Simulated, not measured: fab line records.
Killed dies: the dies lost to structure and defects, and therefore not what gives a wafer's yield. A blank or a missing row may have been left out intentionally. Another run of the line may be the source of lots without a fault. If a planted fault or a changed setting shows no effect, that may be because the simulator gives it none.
A lot that was struck, set against a sound lot || flow sky130 || 21 steps out of a route of 708
Sound: these wafers, L194.1, L194.2, L194.4. The struck wafers were L208.2, L208.3, L208.6. The cause comes at the end.
For every step that has rows: the tool of each side, followed by ch and its chambers, followed by its first start. Under that, the readings that differ: sound wafers || struck wafers || difference of the means || sigmas: that difference in standard deviations of wafers without a fault.
alike: readings with means less than 2 such deviations apart, plus words and numbers identical on both sides. not compared: withheld readings, readings lacking a value on some wafer, bounds such as >300 that could conceal the same value, and numbers that have no deviation in the record and whose values overlap.
Wherever a step has rows on one side only, a row that says differs or no value, or a row with sigmas, the two part there. Numbers that don't overlap but have no deviation are shown without sigmas and don't part them. A reading missing from all wafers of one side parts the sides only when that side holds two or more wafers.

SKY_POLY_GATE_CD_MEAS_22:
  struck on cd_sem-02, day 22 09:35; sound on cd_sem-02, day 17 05:08
{"reading": "cd_nm (nm)", "sound": "147.5 145.4 144.8", "struck": "152.1 151.5 152.3", "difference": "+6.1", "sigmas": "+3"}
then, 7 steps without rows for these wafers: SKY_LDD_N_DEHYDRATE_00 (time 60 s); SKY_LDD_N_HMDS_01 (prime time 60 s); SKY_LDD_N_COAT_02 (resist thk 300 nm); SKY_LDD_N_SOFTBAKE_03 (time 60 s); SKY_LDD_N_EXPOSE_04 (exposes mask NTM, target cd 840 nm); SKY_LDD_N_PEB_05; SKY_LDD_N_DEVELOP_06 (develop time 60 s).
SKY_LDD_N_OVL_MEAS_07:
  struck on overlay-01, day 23 15:15; sound on overlay-01, day 18 09:51
  alike: LDD_N_OVL
then, 3 steps without rows for these wafers: SKY_LDD_N_IMPLANT_08; SKY_LDD_N_IMPLANT_09; SKY_LDD_N_IMPLANT_10.
SKY_LDD_N_IMPLANT_11:
  sound on implanter-01 ch 0, day 18 10:20; struck on implanter-02 ch 0, day 23 16:04
then, 4 steps without rows for these wafers: SKY_LDD_N_IMPLANT_12; SKY_LDD_N_IMPLANT_13; SKY_LDD_N_IMPLANT_14; SKY_LDD_N_IMPLANT_15.
SKY_LDD_N_STRIP_16: strips in O2/N2.
  sound on plasma_asher-03 ch 0,1, day 18 11:05; struck on plasma_asher-03 ch 0,1, day 23 17:04
{"reading": "strip_time_to_endpoint_s (s)", "sound": "4.309 4.318 4.305", "struck": "4.511 4.492 4.510", "difference": "+0.194", "sigmas": "+14"}
  alike: drypump_motor_current_A, oes_product_au
  not compared: rf_hours_counter_h
SKY_LDD_N_TW_MEAS_17:
  struck on film_metro-03, day 23 17:10; sound on film_metro-03, day 18 11:11
{"reading": "LDD_N_TW", "sound": "2614 2616 2597", "struck": "2717 2706 2703", "difference": "+100", "sigmas": "+3"}
then, 1 step without rows for these wafers: SKY_LDD_P_DEHYDRATE_00 (time 60 s).
-- record jumps: 26 days separate the struck wafers' starts on either side; left off in module LDD_P, taken up again in module PAD_OPEN, whose first shown step is the route's number 708 --
SKY_PAD_OPEN_PROBE_99:
  struck on prober-02, day 49 14:02; sound on prober-02, day 46 05:43
{"reading": "model.etest.tip_n.rs_ohm_sq", "sound": "438.2 441 435.4", "struck": "388.3 393.1 392.7", "difference": -46.8, "sigmas": ""}
  alike: killed_at_M0_to_M3, killed_at_M4_up, killed_at_contacts, killed_at_front_end, killed_at_other, killed_dies, killed_open, killed_short
  not compared: model.etest.nfet_01v8_lvt.vt_sat_v, model.etest.nfet_01v8_turned.vt_sat_v, model.etest.nfet_01v8.vt_sat_v

== WHERE THEY PART ==
First at SKY_POLY_GATE_CD_MEAS_22; last, within this record, at SKY_LDD_N_TW_MEAS_17. Later steps at which nothing parts them and some readings are alike: SKY_PAD_OPEN_PROBE_99.

WHY: what the simulator had put in
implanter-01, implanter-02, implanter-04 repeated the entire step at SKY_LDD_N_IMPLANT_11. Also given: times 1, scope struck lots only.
